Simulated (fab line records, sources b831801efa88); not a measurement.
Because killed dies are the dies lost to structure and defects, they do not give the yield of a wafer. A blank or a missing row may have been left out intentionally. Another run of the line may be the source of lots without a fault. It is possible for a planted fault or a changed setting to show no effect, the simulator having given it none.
Which tool did it? ; flow sky130 ; at 1 step of a route of 708, 7 lots with 21 wafers sampled

## WHAT THE GAUGES READ, wafer by wafer
SKY_SONOS_TUNNEL_OVL_MEAS_08.
lot;measured;on;SONOS_TUNNEL_OVL (nm)
L579;day 12 07:28;overlay-02;-1.2 -2.7 -3.0
L581;day 13 01:22;overlay-01;-0.1 -1.5 -2.8
L583;day 13 11:53;overlay-02;-2.5 -2.1 -1.5
L588;day 15 01:08;overlay-02;1.1 -0.9 -1.3
L592;day 16 18:08;overlay-02;-1.2 -0.3 -0.1
L597;day 18 06:23;overlay-01;-1.4 -1.9 -1.1
L599;day 18 22:54;overlay-01;-0.2 -1.1 -1.3

## TOOL THAT RAN EACH LOT (tool first, then ch and the chambers of the sampled wafers, then the start)
The record shows no process step preceding these readings.

## THE ANSWER, worked out from the rows above alone
Rule: the usual values come from the lots themselves. The widest of any qualifying gaps counts: lots, ordered by their means at a reading, are off when they make up no more than a third of the lots, leave a main group of 4 or more, and stand apart from it by 3 or more times the standard deviation of that group's means. A main group is skipped when, at the precision printed for the reading in the tables above, its means are all equal. A lot without any number at a reading at which 4 lots or more have one is off too. All remaining lots with rows at the step are treated as sound.
No lot is off at any reading shown: from this, nothing can be told.

## WHAT THE SIMULATOR HAD INSERTED
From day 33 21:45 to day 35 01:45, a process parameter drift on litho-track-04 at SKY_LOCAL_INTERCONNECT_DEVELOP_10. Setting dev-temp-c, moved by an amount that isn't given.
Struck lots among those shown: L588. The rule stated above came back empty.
